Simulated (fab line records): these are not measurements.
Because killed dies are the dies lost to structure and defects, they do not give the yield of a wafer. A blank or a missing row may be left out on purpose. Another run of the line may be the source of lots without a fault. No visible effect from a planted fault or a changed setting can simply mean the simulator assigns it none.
2 desks, one fault :: flow sky130 :: numbers are kept per desk, each desk with only its own; the story behind them comes last

== FOR THE TOOL OWNER'S DESK: implanter-04 ==
SKY_SD_P_IMPLANT_09, tool's own readings: per-lot mean of the sampled wafers with a number, covering each lot this tool ran. If a lot's mean is further than 4 standard deviations from the usual mean, the lot is out of limits and carries the mark OUT (the distance appears in the brackets).
Columns: A = beam_energy_keV at SKY_SD_P_IMPLANT_09, usual 20.001
lot: L723
first seen here: day 26 14:05
A: 19.998

lot: L725
first seen here: day 27 01:23
A: 19.998

lot: L728
first seen here: day 28 02:26
A: 19.990

lot: L730
first seen here: day 28 17:01
A: 20.005

lot: L733
first seen here: day 29 20:28
A: 19.263 (-99 or more) OUT

lot: L736
first seen here: day 30 18:28
A: 19.259 (-99 or more) OUT

lot: L744
first seen here: day 33 03:07
A: 19.992
This desk's verdict: out of limits on L733, L736, starting with L733 at day 29 20:28 (beam_energy_keV at SKY_SD_P_IMPLANT_09). In limits: L723, L725, L728, L730, L744.

== METROLOGY DESK ==
Means of the sampled wafers that have a number, per lot and without regard to the tool the lot ran on: this is what the gauges read. If a lot's mean is further than 4 standard deviations from the usual mean, the lot is out of limits and carries the mark OUT (the distance appears in the brackets).
Columns: A = cd_nm at SKY_POLY_GATE_CD_MEAS_22, usual 150.3 nm; B = LDD_LDN_TW at SKY_LDD_LDN_TW_MEAS_13, usual 1478; C = SD_P_RS at SKY_SD_N_RS_MEAS_17, usual 147.0 ohm/sq
lot: L723
first seen here: day 17 17:21
A: 151.4
B: 1473
C: 147.0

lot: L725
first seen here: day 18 01:52
A: 147.2
B: 1465
C: 146.7

lot: L726
first seen here: day 18 13:33
A: 148.1
B: 1467
C: 147.4

lot: L728
first seen here: day 19 04:34
A: 149.4
B: 1462
C: 147.1

lot: L729
first seen here: day 19 06:59
A: 152.0
B: 1486
C: 146.7

lot: L730
first seen here: day 19 21:52
A: 150.9
B: 1475
C: 146.7

lot: L733
first seen here: day 21 02:03
A: 152.2
B: 1477
C: 149.3 (+6.5) OUT

lot: L734
first seen here: day 21 19:09
A: 148.2
B: 1490
C: 147.0

lot: L735
first seen here: day 21 23:04
A: 153.2
B: 1492
C: 147.1

lot: L736
first seen here: day 22 01:19
A: 149.3
B: 1496
C: 149.9 (+8.0) OUT

lot: L742
first seen here: day 23 21:16
A: 153.0
B: 1472
C: 147.1

lot: L744
first seen here: day 24 17:44
A: 150.8
B: 1469
C: 146.8
Finding of this desk: L733, L736 out of limits, first seen on L733 at day 32 04:34 (SD_P_RS at SKY_SD_N_RS_MEAS_17). In limits: L723, L725, L726, L728, L729, L730, L734, L735, L742, L744.

== ALL TOGETHER ==
The tool owner's desk could have raised an alarm at day 29 20:28, on L733, L736.
An alarm was possible from the metrology desk at day 32 04:34, on L733, L736.
On implanter-04, each named lot ran SKY_SD_P_IMPLANT_09.

== WHAT THE SIMULATOR PUT IN ==
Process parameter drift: implanter-04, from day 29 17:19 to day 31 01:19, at SKY_SD_P_IMPLANT_09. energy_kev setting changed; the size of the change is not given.
Struck lots among those shown: L733, L736.
Hours from the fault's start to each desk's first reading out of limits: the tool owner's desk, 3; the metrology desk, 59.
